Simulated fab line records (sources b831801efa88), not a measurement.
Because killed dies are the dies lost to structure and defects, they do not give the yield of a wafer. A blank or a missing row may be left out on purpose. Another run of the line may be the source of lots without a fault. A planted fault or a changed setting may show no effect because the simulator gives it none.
Struck lot and sound lot, side by side + flow sfq_line + 32 out of 325 route steps
Sound: these wafers, L775.2, L775.4, L775.5. Struck: wafer L785.4 (left out: L785.6, a lot-mate that was not struck); the cause follows at the end.
Order at every step that has rows: each side's tool, ch and its chambers, its first start. Under that, the readings that differ: sound wafers + struck wafers + difference of the means + sigmas: that difference in standard deviations of wafers without a fault.
alike: words and numbers the same on both sides, and readings whose means are apart by under 2 such deviations; not compared: readings that were withheld, readings missing a value for some wafer, numbers with overlapping values and no deviation given by the record, and bounds like >300 which may hide the same value.
Wherever a step has rows on one side only, a row that says differs or no value, or a row with sigmas, the two part there. Numbers that don't overlap but have no deviation are shown without sigmas and don't part them. A reading that every wafer of one side lacks parts them only if that side has two wafers or more.

SFQ_INCOMING_BOW_MEAS_900:
  sound on film_metro-04 at day 2 01:01; struck on film_metro-04 at day 4 03:04
  alike: INCOMING_BOW
then, 1 step without rows for these wafers: SFQ_TRILAYER_INCOMING_OXIDATION_002 (target thk 500 nm, ox time 4939 s).
SFQ_TRILAYER_L0_DEP_SPUTTER_003: material MoNx KI, target thk 40 nm, time 100 s.
  sound on pvd_sputter-05 at day 2 03:29; struck on pvd_sputter-03 at day 4 05:29
| reading                                                  | sound             | struck | difference | sigmas |
|----------------------------------------------------------|-------------------|--------|------------|--------|
| model.MoNx_KI_of_TRILAYER_L0_DEP_SPUTTER_003.thk_nm (nm) | 40.47 40.23 40.24 | 51.73  | +11.42     |        |
  alike: cathode_dc_power_W, throttle_valve_pct
SFQ_L0_RS_MEAS_901: measurement is done with a four-point probe.
  sound on film_metro-03 at day 2 03:35; struck on film_metro-03 at day 4 05:37
| reading                | sound          | struck | difference | sigmas |
|------------------------|----------------|--------|------------|--------|
| L0_MONX_KI_RS (ohm/sq) | 42.9 43.2 43.2 | 33.6   | -9.5       | -16    |
SFQ_L0_THK_MEAS_902: measures by xrf.
  sound on film_metro-03 at day 2 03:41; struck on film_metro-03 at day 4 05:43
| reading             | sound          | struck | difference | sigmas |
|---------------------|----------------|--------|------------|--------|
| L0_MONX_KI_THK (nm) | 40.6 40.4 40.0 | 51.3   | +11.0      | +20    |
then, 6 steps without rows for these wafers: SFQ_TRILAYER_L0_LITHO_COAT_010 (resist thk 62 nm); SFQ_TRILAYER_L0_LITHO_COAT_005 (resist thk 600 nm); SFQ_TRILAYER_L0_LITHO_SOFTBAKE_009; SFQ_TRILAYER_L0_LITHO_EXPOSE_006 (exposes mask L0, target cd 2000 nm); SFQ_TRILAYER_L0_LITHO_PEB_008 (peb time 60 s); SFQ_TRILAYER_L0_LITHO_DEVELOP_007 (time 60 s).
-- the record jumps here: 3 days lie between the struck wafers' starts before and after --
SFQ_TRILAYER_L0_BARC_OPEN_METAL_ETCH_010: etches BARC in O2, target depth 125 nm, time 41.7 s.
  sound on rie_metal-04 ch 0,1, day 4 22:06; struck on rie_metal-03 ch 0, day 6 18:51
  alike: bias_w, drypump_motor_current_A, oes_product_au
  not compared: rf_hours_counter_h
SFQ_TRILAYER_L0_ETCH_METAL_ETCH_008: etches MoNx KI in SF6/O2, stops on SiO2, target depth 50 nm, time 25 s.
  sound on rie_metal-04 ch 0,1, day 4 22:10; struck on rie_metal-03 ch 0, day 6 18:54
| reading               | sound             | struck | difference | sigmas |
|-----------------------|-------------------|--------|------------|--------|
| oes_product_au (a.u.) | 0.877 0.886 0.879 | 1.009  | +0.128     | +17    |
  alike: bias_w, drypump_motor_current_A
  not compared: rf_hours_counter_h
SFQ_TRILAYER_L0_STRIP_STRIP_009: strips in O2.
  sound on rie_metal-04 ch 0,1, day 4 22:13; struck on rie_metal-03 ch 0, day 6 19:08
| reading               | sound             | struck | difference | sigmas |
|-----------------------|-------------------|--------|------------|--------|
| oes_product_au (a.u.) | 0.983 0.979 0.985 | 1.017  | +0.035     | +3     |
  alike: drypump_motor_current_A
  not compared: rf_hours_counter_h
then, 8 steps without rows for these wafers: SFQ_TRILAYER_L0_STRIP_SOLV_CLEAN_010 (cleans in NMP, time 600 s); SFQ_TRILAYER_L0_CAP_PECVD_011 (deposits SiO2 from SiH4/N2O, time 13.333 s, target thk 60 nm); SFQ_TRILAYER_L0_VIA_LITHO_COAT_018 (resist thk 62 nm); SFQ_TRILAYER_L0_VIA_LITHO_COAT_013 (resist thk 650 nm); SFQ_TRILAYER_L0_VIA_LITHO_SOFTBAKE_017; SFQ_TRILAYER_L0_VIA_LITHO_EXPOSE_014 (exposes mask L0V, target cd 700 nm); SFQ_TRILAYER_L0_VIA_LITHO_PEB_016 (peb time 60 s); SFQ_TRILAYER_L0_VIA_LITHO_DEVELOP_015 (time 60 s).
-- the record jumps here: 4 days lie between the struck wafers' starts before and after --
SFQ_L0V_OVL_MEAS_903:
  sound on overlay-01 at day 8 06:14; struck on overlay-01 at day 10 10:28
| reading      | sound   | struck | difference | sigmas |
|--------------|---------|--------|------------|--------|
| L0V_OVL (nm) | -1 1 -8 | 11     | +14        | +3     |
SFQ_TRILAYER_L0_VIA_BARC_OPEN_VIA_ETCH_021: etches BARC in O2, target depth 125 nm, time 41.7 s.
  sound on rie_diel-03 ch 0,3, day 8 06:16; struck on rie_diel-04 ch 1, day 10 10:29
  alike: bias_w, drypump_motor_current_A, oes_product_au
  not compared: rf_hours_counter_h
SFQ_TRILAYER_L0_VIA_ETCH_VIA_ETCH_016: etches SiO2 in CHF3, stops on MoNx KI, target depth 80 nm.
  sound on rie_diel-03 ch 0,3, day 8 06:18; struck on rie_diel-04 ch 1, day 10 10:32
  alike: bias_w, drypump_motor_current_A, oes_product_au
then, 3 steps without rows for these wafers: SFQ_TRILAYER_L0_VIA_STRIP_STRIP_017 (strips in O2); SFQ_TRILAYER_L0_VIA_STRIP_SOLV_CLEAN_018 (cleans in NMP, time 600 s); SFQ_TRILAYER_M0_DEP_PRE_CLEAN_020 (time 15 s).
SFQ_TRILAYER_M0_DEP_SPUTTER_019: material Nb, target thk 200 nm, time 133.3 s.
  sound on pvd_sputter-05 at day 8 07:08; struck on pvd_sputter-04 at day 10 11:59
  alike: cathode_dc_power_W, throttle_valve_pct
SFQ_M0_RS_MEAS_904: measurement is done with a four-point probe.
  sound on film_metro-02 at day 8 07:16; struck on film_metro-03 at day 10 12:08
  alike: M0_NB_RS
then, 1 step without rows for these wafers: SFQ_TRILAYER_M0_LITHO_COAT_026 (resist thk 62 nm).
-- the record jumps here: 74 days lie between the struck wafers' starts before and after --
SFQ_M8_BOW_MEAS_951:
  sound on film_metro-02 at day 77 10:50; struck on film_metro-04 at day 84 23:29
| reading                  | sound             | struck | difference | sigmas |
|--------------------------|-------------------|--------|------------|--------|
| model.etest.l0.ohm_sq    | 42.98 43.24 43.23 | 33.63  | -9.52      |        |
| model.etest.l0v.link_ohm | 43.9 44.15 44.14  | 34.55  | -9.51      |        |
| model.etest.l0.ohm_um    | 21.52 21.62 21.61 | 16.82  | -4.76      |        |
  alike: M8_BOW

== WHERE THEY PART ==
Last at SFQ_L0V_OVL_MEAS_903 as far as this record goes, first at SFQ_L0_RS_MEAS_901. Later steps at which nothing parts them and some readings are alike: SFQ_TRILAYER_L0_VIA_BARC_OPEN_VIA_ETCH_021, SFQ_TRILAYER_L0_VIA_ETCH_VIA_ETCH_016, SFQ_TRILAYER_M0_DEP_SPUTTER_019, SFQ_M0_RS_MEAS_904, SFQ_M8_BOW_MEAS_951.

WHY: the cause the simulator had injected
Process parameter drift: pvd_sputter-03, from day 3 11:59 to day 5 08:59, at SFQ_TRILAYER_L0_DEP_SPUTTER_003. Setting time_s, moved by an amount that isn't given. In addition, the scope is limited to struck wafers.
